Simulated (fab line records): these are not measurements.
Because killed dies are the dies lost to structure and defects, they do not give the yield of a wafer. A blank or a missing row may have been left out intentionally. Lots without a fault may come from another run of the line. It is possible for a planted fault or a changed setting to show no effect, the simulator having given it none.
Chamber matching -- flow gf180mcu -- GF_POLY_GATE_ETCH_13 on rie-si-02: 4 sister chambers
The step etches poly-Si in HBr/Cl2, stops on SiO2, target depth 198.5 nm, time 69.6 s. 8 wafers are shown with their chamber, then 7 later ones without.

== WAFERS, EACH WITH ITS CHAMBER ==
wafer,chamber,oes-product-au (a.u.),throttle-valve-pct (%)
L759.1,0,0.988,33.662
L759.3,3,0.994,33.696
L759.5,1,0.992,33.678
L760.2,3,1.003,33.689
L761.2,1,0.994,33.694
L761.5,2,0.985,33.675
L762.2,2,0.988,33.669
L762.4,0,0.990,33.696

== WAFERS WITH NO CHAMBER GIVEN ==
wafer,oes-product-au (a.u.),throttle-valve-pct (%)
L762.6,0.995,33.685
L764.3,0.995,33.694
L764.4,0.995,33.660
L764.5,0.999,33.697
L766.1,0.996,33.675
L766.2,1.001,33.688
L766.5,0.999,33.671

== EACH ONE'S CHAMBER ==
wafer,from the rows above,in truth
L762.6,can't be placed: 1 or 3 or 0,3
L764.3,can't be placed: 1 or 3 or 0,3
L764.4,can't be placed: 1 or 0 or 3 or 2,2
L764.5,can't be placed: 3 or 1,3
L766.1,can't be placed: 1 or 3 or 0 or 2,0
L766.2,can't be placed: 3 or 1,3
L766.5,can't be placed: 3 or 1 or 0 or 2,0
Placed correctly: 0 of 7. These rows do not allow placing 7 (true chamber among the candidates in 7). Number placed wrongly: 0.
How it was worked out, from the rows above alone: a wafer's distance from a chamber is the root of the sum, over the readings, of the square of ((its reading less the chamber's mean) divided by the reading's scatter). The wafer belongs to the nearest chamber; if the next one is less than 2 further off, it can't be placed. The mean given for a chamber averages the wafers shown for that chamber. The scatter is the square root of a quotient: the sum, over the shown wafers, of each reading's squared deviation from its chamber's mean, divided by wafers minus chambers.
